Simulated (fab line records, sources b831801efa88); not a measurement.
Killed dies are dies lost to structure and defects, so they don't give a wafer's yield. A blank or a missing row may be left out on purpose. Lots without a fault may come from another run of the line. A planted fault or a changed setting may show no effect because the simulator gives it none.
Which tool did it? | flow gf180mcu | 24 lots, 72 wafers sampled, at 4 steps of a route of 602

WHAT THE GAUGES READ, wafer by wafer
GF_V4_CD_MEAS_14: target cd 260 nm.
lot  | measured     | on        | cd_nm (nm)
L074 | day 24 15:36 | cd_sem-01 | 260.4 260.8 259.6
L075 | day 24 18:43 | cd_sem-02 | 258.3 258.3 258.2
L076 | day 25 03:28 | cd_sem-02 | 259.4 257.9 259.8
L077 | day 25 08:25 | cd_sem-01 | 258.7 259.8 258.8
L078 | day 25 20:10 | cd_sem-01 | 259.0 259.9 260.7
L079 | day 26 03:28 | cd_sem-02 | 258.5 258.9 260.3
L080 | day 26 12:15 | cd_sem-01 | 262.1 260.3 260.3
L081 | day 26 22:42 | cd_sem-01 | 260.1 259.9 258.9
L082 | day 27 04:27 | cd_sem-01 | 263.4 262.4 261.8
L083 | day 27 13:00 | cd_sem-01 | 260.5 259.6 260.3
L084 | day 27 21:24 | cd_sem-01 | 259.9 260.4 261.7
L085 | day 28 01:17 | cd_sem-01 | 261.1 260.2 261.0
L086 | day 28 14:42 | cd_sem-01 | 258.3 259.2 259.7
L087 | day 28 15:05 | cd_sem-02 | 260.8 262.3 259.8
L088 | day 29 14:17 | cd_sem-02 | 261.7 261.1 261.1
L090 | day 29 20:26 | cd_sem-02 | 259.3 259.1 259.4
L089 | day 29 22:14 | cd_sem-01 | 259.0 259.5 260.1
L091 | day 29 23:34 | cd_sem-01 | 259.0 260.4 259.5
L092 | day 30 01:43 | cd_sem-02 | 262.0 261.6 262.7
L093 | day 30 06:34 | cd_sem-01 | 259.2 259.4 258.5
L094 | day 30 21:50 | cd_sem-02 | 260.6 260.8 259.8
L095 | day 31 04:23 | cd_sem-02 | 258.3 257.5 259.0
L096 | day 31 10:38 | cd_sem-02 | 259.3 259.6 259.4
L097 | day 31 18:35 | cd_sem-02 | 261.3 260.4 261.5

GF_V4_OVL_MEAS_15.
lot  | measured     | on         | V4_OVL (nm)
L074 | day 24 15:41 | overlay-01 | 3 2 -3
L075 | day 24 18:49 | overlay-02 | 0 -5 -2
L076 | day 25 03:35 | overlay-01 | -3 3 -1
L077 | day 25 08:32 | overlay-01 | -1 -4 6
L078 | day 25 20:17 | overlay-01 | 9 7 3
L079 | day 26 03:35 | overlay-02 | 0 0 0
L080 | day 26 12:22 | overlay-02 | 8 1 6
L081 | day 26 22:49 | overlay-02 | -11 -1 -7
L082 | day 27 04:34 | overlay-02 | 8 6 12
L083 | day 27 13:07 | overlay-02 | -4 2 2
L084 | day 27 21:31 | overlay-01 | 2 5 4
L085 | day 28 01:23 | overlay-02 | -3 0 4
L086 | day 28 14:49 | overlay-02 | -6 1 -5
L087 | day 28 15:11 | overlay-02 | 1 0 -13
L088 | day 29 14:25 | overlay-02 | -3 -1 4
L090 | day 29 20:34 | overlay-02 | -4 -7 -6
L089 | day 29 22:20 | overlay-02 | 9 6 6
L091 | day 29 23:41 | overlay-02 | 3 2 5
L092 | day 30 01:49 | overlay-02 | 1 -9 -6
L093 | day 30 06:41 | overlay-01 | 2 3 2
L094 | day 30 21:58 | overlay-02 | 10 14 10
L095 | day 31 04:31 | overlay-01 | 10 6 3
L096 | day 31 10:45 | overlay-01 | -2 6 3
L097 | day 31 18:43 | overlay-01 | 0 -1 4

WHICH TOOL RAN EACH LOT (tool, then ch and the chambers of the sampled wafers, then the start)
lot  | GF_V2_CMP_04                  | GF_M4_SPUTTER_04
L074 | cmp-02 ch 0,1,2, day 19 10:52 | pvd_sputter-01, day 22 16:29
L075 | cmp-02 ch 1,2,3, day 19 13:58 | pvd_sputter-04, day 22 19:40
L076 | cmp-01 ch 0,1,2, day 20 00:35 | pvd_sputter-03, day 23 05:26
L077 | cmp-02 ch 0,2,3, day 20 08:14 | pvd_sputter-04, day 23 12:27
L078 | cmp-02 ch 1,2,3, day 20 16:26 | pvd_sputter-01, day 23 20:17
L079 | cmp-01 ch 1,2, day 21 02:44   | pvd_sputter-04, day 24 05:52
L080 | cmp-02 ch 1,2,3, day 21 12:35 | pvd_sputter-03, day 24 16:01
L081 | cmp-02 ch 1,3, day 22 02:09   | pvd_sputter-01, day 25 03:17
L082 | cmp-01 ch 0,3, day 22 09:20   | pvd_sputter-01, day 25 09:17
L083 | cmp-02 ch 0,2,3, day 22 18:38 | pvd_sputter-03, day 25 18:50
L084 | cmp-01 ch 1,2,3, day 23 03:32 | pvd_sputter-01, day 26 03:53
L085 | cmp-01 ch 0,2,3, day 23 07:38 | pvd_sputter-03, day 26 06:23
L086 | cmp-02 ch 0,2, day 23 21:22   | pvd_sputter-03, day 26 21:42
L087 | cmp-02 ch 0,1,2, day 23 22:46 | pvd_sputter-04, day 26 23:06
L088 | cmp-01 ch 0,1,2, day 25 01:33 | pvd_sputter-01, day 27 21:47
L090 | cmp-02 ch 2,3, day 25 09:47   | pvd_sputter-03, day 28 05:14
L089 | cmp-01 ch 0,2,3, day 25 11:16 | pvd_sputter-03, day 28 06:27
L091 | cmp-02 ch 1,2,3, day 25 13:44 | pvd_sputter-04, day 28 07:29
L092 | cmp-01 ch 1,2, day 25 16:17   | pvd_sputter-04, day 28 10:04
L093 | cmp-01 ch 1,2, day 25 22:53   | pvd_sputter-04, day 28 16:09
L094 | cmp-02 ch 0,1,2, day 26 15:55 | pvd_sputter-03, day 29 07:48
L095 | cmp-01 ch 0,2,3, day 26 22:28 | pvd_sputter-03, day 29 14:34
L096 | cmp-02 ch 0,1,2, day 27 06:44 | pvd_sputter-04, day 29 21:35
L097 | cmp-02 ch 0,2, day 27 14:52   | pvd_sputter-03, day 30 05:41
- GF_V2_CMP_04: polishes SiO2.
- GF_M4_SPUTTER_04: material TiN, target thk 50 nm, time 41.7 s.

WHAT THE TOOLS THEMSELVES READ (means of the sampled wafers that have a number; where no wafer has one, the mark that the record gives instead)
GF_V2_CMP_04.
lot  | tool   | motor_current_A (A) | slurry_filter_dp_kPa (kPa) | time_to_endpoint_s (s)
L074 | cmp-02 | 11.8                | 13.55                      | 76
L075 | cmp-02 | 11.7                | 13.36                      | 80
L076 | cmp-01 | 11.9                | 13.44                      | 82
L077 | cmp-02 | 11.8                | 13.53                      | 81
L078 | cmp-02 | 11.8                | 13.59                      | 80
L079 | cmp-01 | 11.1                | 13.54                      | 77
L080 | cmp-02 | 12.0                | 13.45                      | 74
L081 | cmp-02 | 12.8                | 13.46                      | 75
L082 | cmp-01 | 13.7                | 13.54                      | 79
L083 | cmp-02 | 12.2                | 13.51                      | 79
L084 | cmp-01 | 11.6                | 13.54                      | 90
L085 | cmp-01 | 12.6                | 13.61                      | 87
L086 | cmp-02 | 11.4                | 13.48                      | 82
L087 | cmp-02 | 12.0                | 13.56                      | 82
L088 | cmp-01 | 12.1                | 13.44                      | 81
L090 | cmp-02 | 12.2                | 13.43                      | 90
L089 | cmp-01 | 12.6                | 13.47                      | 83
L091 | cmp-02 | 11.7                | 13.54                      | 86
L092 | cmp-01 | 10.6                | 13.46                      | 85
L093 | cmp-01 | 10.9                | 13.54                      | 77
L094 | cmp-02 | 11.6                | 13.51                      | 80
L095 | cmp-01 | 12.2                | 13.41                      | 75
L096 | cmp-02 | 11.8                | 13.54                      | 87
L097 | cmp-02 | 11.4                | 13.48                      | 82

GF_M4_SPUTTER_04.
lot  | tool           | throttle_valve_pct (%)
L074 | pvd_sputter-01 | 30.4
L075 | pvd_sputter-04 | 30.2
L076 | pvd_sputter-03 | 30.1
L077 | pvd_sputter-04 | 30.8
L078 | pvd_sputter-01 | 30.3
L079 | pvd_sputter-04 | 31.1
L080 | pvd_sputter-03 | 29.9
L081 | pvd_sputter-01 | 31.7
L082 | pvd_sputter-01 | 30.6
L083 | pvd_sputter-03 | 30.1
L084 | pvd_sputter-01 | 31.2
L085 | pvd_sputter-03 | 30.3
L086 | pvd_sputter-03 | 30.1
L087 | pvd_sputter-04 | 30.6
L088 | pvd_sputter-01 | 32.2
L090 | pvd_sputter-03 | 29.8
L089 | pvd_sputter-03 | 29.9
L091 | pvd_sputter-04 | 31.0
L092 | pvd_sputter-04 | 30.6
L093 | pvd_sputter-04 | 31.1
L094 | pvd_sputter-03 | 30.4
L095 | pvd_sputter-03 | 30.2
L096 | pvd_sputter-04 | 30.9
L097 | pvd_sputter-03 | 30.0

THE ANSWER, worked out from the rows above alone
Rule: what is usual is taken from the lots themselves. Put in order of their means at a reading, lots are off if they are a third of the lots or fewer, leave a main group of 4 or more, and stand apart from it by a gap of 3 or more times the standard deviation of the main group's means; of several such gaps the widest counts. A main group whose means are all the same, to the digits that the tables above print for the reading, isn't used. A lot without any number at a reading at which 4 lots or more have one is off too. The other lots that the step has rows for count as sound. The gauges are gone through in route order, then the tools' own readings, and for those a lot's mean is taken as printed above. The first step at which some lot is off is used, and at that step the reading that is off furthest; a lot without a number counts as furthest.
No lot is off at any reading shown: from this, nothing can be told.

WHAT THE SIMULATOR HAD PUT IN
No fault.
